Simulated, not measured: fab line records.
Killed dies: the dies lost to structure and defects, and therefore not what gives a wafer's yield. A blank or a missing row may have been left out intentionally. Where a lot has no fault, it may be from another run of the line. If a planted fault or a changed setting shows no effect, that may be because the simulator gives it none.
Which tool is to blame? | flow sfq line | 15 lots with 45 wafers sampled at 2 steps, on a route of 325 steps

== WHAT THE GAUGES READ, wafer by wafer ==
SFQ_M1_RS_MEAS_909: measures by four-point-probe.
lot  | measured     | on            | M1_NB_RS (ohm/sq)
L197 | day 17 08:50 | film metro-03 | 0.909 0.895 0.897
L199 | day 18 07:50 | film metro-02 | 0.902 0.900 0.901
L200 | day 19 01:26 | film metro-03 | 0.891 0.882 0.891
L203 | day 20 07:16 | film metro-01 | 0.883 0.884 0.879
L204 | day 21 00:11 | film metro-03 | 0.885 0.892 0.890
L205 | day 21 14:35 | film metro-01 | 0.887 0.901 0.888
L206 | day 21 17:38 | film metro-02 | - - -
L207 | day 21 22:23 | film metro-01 | - - -
L208 | day 22 13:41 | film metro-03 | - - -
L214 | day 25 00:35 | film metro-01 | 0.890 0.888 0.895
L215 | day 25 14:17 | film metro-01 | 0.893 0.888 0.893
L216 | day 25 21:30 | film metro-01 | 0.881 0.877 0.876
L217 | day 26 01:04 | film metro-02 | 0.888 0.879 0.883
L219 | day 27 01:04 | film metro-03 | 0.889 0.886 0.884
L220 | day 27 07:35 | film metro-03 | 0.875 0.894 0.891

== WHAT TOOL EACH LOT RAN ON (gives the tool, then ch and the chambers of the sampled wafers, and finally the start) ==
lot  | SFQ_TRILAYER_M1_DEP_SPUTTER_037
L197 | pvd sputter-05, day 17 08:44
L199 | pvd sputter-06, day 18 07:42
L200 | pvd sputter-06, day 19 01:19
L203 | pvd sputter-03, day 20 07:10
L204 | pvd sputter-05, day 21 00:05
L205 | pvd sputter-05, day 21 14:29
L206 | pvd sputter-03, day 21 17:29
L207 | pvd sputter-06, day 21 22:17
L208 | pvd sputter-05, day 22 13:32
L214 | pvd sputter-03, day 25 00:29
L215 | pvd sputter-03, day 25 14:10
L216 | pvd sputter-03, day 25 21:22
L217 | pvd sputter-03, day 26 00:58
L219 | pvd sputter-05, day 27 00:58
L220 | pvd sputter-05, day 27 07:29
- SFQ_TRILAYER_M1_DEP_SPUTTER_037: material Nb, target thk 200 nm, time 133.3 s.

== WHAT THE TOOLS THEMSELVES READ (means of the sampled wafers that have a number; where no wafer has one, the mark that the record gives instead) ==
SFQ_TRILAYER_M1_DEP_SPUTTER_037.
lot  | tool           | base pressure pa (Pa) | cathode dc power W (W) | throttle valve pct (%)
L197 | pvd sputter-05 | 1.37e-06              | 2000.3                 | 29.8
L199 | pvd sputter-06 | 1.43e-06              | 2000.0                 | 30.8
L200 | pvd sputter-06 | 1.32e-06              | 2000.0                 | 30.6
L203 | pvd sputter-03 | 1.31e-06              | 2000.2                 | 29.7
L204 | pvd sputter-05 | 1.23e-06              | 2000.0                 | 29.4
L205 | pvd sputter-05 | 1.32e-06              | 2000.1                 | 29.9
L206 | pvd sputter-03 | -                     | -                      | -
L207 | pvd sputter-06 | -                     | -                      | -
L208 | pvd sputter-05 | -                     | -                      | -
L214 | pvd sputter-03 | 1.27e-06              | 2000.1                 | 29.9
L215 | pvd sputter-03 | 1.35e-06              | 2000.0                 | 30.1
L216 | pvd sputter-03 | 1.35e-06              | 2000.1                 | 29.4
L217 | pvd sputter-03 | 1.24e-06              | 2000.0                 | 29.3
L219 | pvd sputter-05 | 1.39e-06              | 2000.0                 | 29.3
L220 | pvd sputter-05 | 1.25e-06              | 2000.1                 | 28.9

== THE ANSWER, worked out from the rows above alone ==
Rule: the lots themselves supply what counts as usual. The widest of any qualifying gaps counts: lots, ordered by their means at a reading, are off when they make up no more than a third of the lots, leave a main group of 4 or more, and stand apart from it by 3 or more times the standard deviation of that group's means. A main group whose means are all the same, to the digits that the tables above print for the reading, isn't used. Also off: a lot with no number at a reading for which 4 or more lots have one. Any other lot the step has rows for is counted as sound. Order of review: gauges by route order, followed by the tools' own readings, for which a lot's mean as printed above is used. The first step at which some lot is off is used, and at that step the reading that is off furthest; a lot without a number counts as furthest.
Off: L206, L207, L208, seen at SFQ_M1_RS_MEAS_909 (M1_NB_RS). Without a number there: L206, L207, L208. Mean 0.889 ohm/sq and standard deviation 0.0065 in the main group.
A tool fits if, at a process step before that reading, it ran every lot that is off, and no sound lot after the first of them. The gauges at SFQ_M1_RS_MEAS_909 aren't tried: what is off there is off at SFQ_TRILAYER_M1_DEP_SPUTTER_037 too, on other tools, and a gauge's error can't cause that. None of those tried fits.

== WHAT HAD BEEN PUT IN BY THE SIMULATOR ==
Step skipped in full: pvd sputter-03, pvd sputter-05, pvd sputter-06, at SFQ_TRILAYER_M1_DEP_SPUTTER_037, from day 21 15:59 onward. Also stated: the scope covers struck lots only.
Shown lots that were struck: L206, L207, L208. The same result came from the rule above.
